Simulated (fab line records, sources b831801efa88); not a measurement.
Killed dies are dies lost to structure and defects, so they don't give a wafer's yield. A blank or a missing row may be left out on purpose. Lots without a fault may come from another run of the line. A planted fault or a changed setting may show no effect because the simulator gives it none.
Which tool did it? | flow sky130 | 6 lots, 18 wafers sampled, at 2 steps of a route of 708

WHAT THE GAUGES READ, wafer by wafer
SKY_CAPM_THK_MEAS_01.
lot  | measured     | on            | CAPM_CVD_00_THK (nm)
L979 | day 37 16:01 | film_metro-03 | 15.28 15.45 15.35
L982 | day 38 10:13 | film_metro-03 | 15.34 15.43 15.67
L986 | day 39 18:00 | film_metro-01 | 15.34 15.19 15.58
L989 | day 40 10:39 | film_metro-03 | 15.36 15.37 15.71
L996 | day 42 07:53 | film_metro-01 | 15.48 15.84 15.40
L100 | day 43 07:21 | film_metro-04 | 15.35 15.49 15.56

WHICH TOOL RAN EACH LOT (tool, then ch and the chambers of the sampled wafers, then the start)
lot  | SKY_VIA1_ETCH_14
L979 | rie_diel-04 ch 2,3, day 35 07:21
L982 | rie_diel-01 ch 0,1,3, day 36 02:27
L986 | rie_diel-04 ch 0,1, day 37 10:27
L989 | rie_diel-04 ch 0,1,3, day 38 03:57
L996 | rie_diel-02 ch 0,1, day 40 03:58
L100 | rie_diel-04 ch 1,2, day 41 02:07
- SKY_VIA1_ETCH_14: etches BARC in N2/H2, stops on SiO2, time 45.9 s, target depth 60 nm.

THE ANSWER, worked out from the rows above alone
Rule: what is usual is taken from the lots themselves. Put in order of their means at a reading, lots are off if they are a third of the lots or fewer, leave a main group of 4 or more, and stand apart from it by a gap of 3 or more times the standard deviation of the main group's means; of several such gaps the widest counts. A main group whose means are all the same, to the digits that the tables above print for the reading, isn't used. A lot without any number at a reading at which 4 lots or more have one is off too. The other lots that the step has rows for count as sound.
No lot is off at any reading shown: from this, nothing can be told.

WHAT THE SIMULATOR HAD PUT IN
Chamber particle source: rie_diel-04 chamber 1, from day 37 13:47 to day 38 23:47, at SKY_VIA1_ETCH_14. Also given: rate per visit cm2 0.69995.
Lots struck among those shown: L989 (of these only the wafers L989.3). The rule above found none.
